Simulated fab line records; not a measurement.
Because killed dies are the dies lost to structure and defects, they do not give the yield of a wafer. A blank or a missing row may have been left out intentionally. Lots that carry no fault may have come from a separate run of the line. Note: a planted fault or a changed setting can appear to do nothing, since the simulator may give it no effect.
Which tool did it? / flow sky130 / 36 wafers sampled from 12 lots at 1 step of a route of 708

== WHAT THE GAUGES SHOWED, per wafer ==
SKY_LI_CONTACT_CD_MEAS_12: target cd 170 nm.
lot=L667; measured=day 29 09:25; on=cd_sem-02; cd_nm (nm)=168.1 169.5 169.1
lot=L669; measured=day 29 16:52; on=cd_sem-02; cd_nm (nm)=168.3 168.7 169.1
lot=L671; measured=day 29 18:39; on=cd_sem-02; cd_nm (nm)=171.2 170.9 170.4
lot=L680; measured=day 33 05:21; on=cd_sem-02; cd_nm (nm)=170.0 169.3 169.9
lot=L681; measured=day 33 17:11; on=cd_sem-02; cd_nm (nm)=168.9 169.0 168.9
lot=L682; measured=day 33 23:08; on=cd_sem-01; cd_nm (nm)=169.0 167.9 169.2
lot=L685; measured=day 34 19:30; on=cd_sem-02; cd_nm (nm)=170.3 172.0 171.0
lot=L686; measured=day 35 05:06; on=cd_sem-01; cd_nm (nm)=169.5 169.8 169.6
lot=L687; measured=day 35 08:15; on=cd_sem-01; cd_nm (nm)=170.0 168.3 168.3
lot=L688; measured=day 35 18:52; on=cd_sem-02; cd_nm (nm)=171.1 170.2 171.4
lot=L689; measured=day 36 01:47; on=cd_sem-01; cd_nm (nm)=168.9 168.2 167.5
lot=L690; measured=day 36 18:11; on=cd_sem-02; cd_nm (nm)=169.0 167.8 169.2

== WHICH TOOL RAN EACH LOT (tool, then ch and the chambers of the sampled wafers, then the start) ==
The record shows no process step preceding these readings.

== AS READ BY THE TOOLS THEMSELVES (means over the sampled wafers that have a number; for cases with no such wafer, the mark the record gives instead) ==
The record holds no such reading with a usual standard deviation.

== THE ANSWER, worked out from the rows above alone ==
Rule: the usual values come from the lots themselves. Put in order of their means at a reading, lots are off if they are a third of the lots or fewer, leave a main group of 4 or more, and stand apart from it by a gap of 3 or more times the standard deviation of the main group's means; of several such gaps the widest counts. A main group whose means are all the same, to the digits that the tables above print for the reading, isn't used. A lot without any number at a reading at which 4 lots or more have one is off too. The other lots that the step has rows for count as sound. First the gauges in route order, then the tools' own readings, where a lot's mean is used as printed above. At the first step where some lot is off, the reading lying furthest off is the one used; lots without a number count as furthest.
Nothing can be told from this: no lot is off at any reading shown.

== WHAT THE SIMULATOR HAD PUT IN ==
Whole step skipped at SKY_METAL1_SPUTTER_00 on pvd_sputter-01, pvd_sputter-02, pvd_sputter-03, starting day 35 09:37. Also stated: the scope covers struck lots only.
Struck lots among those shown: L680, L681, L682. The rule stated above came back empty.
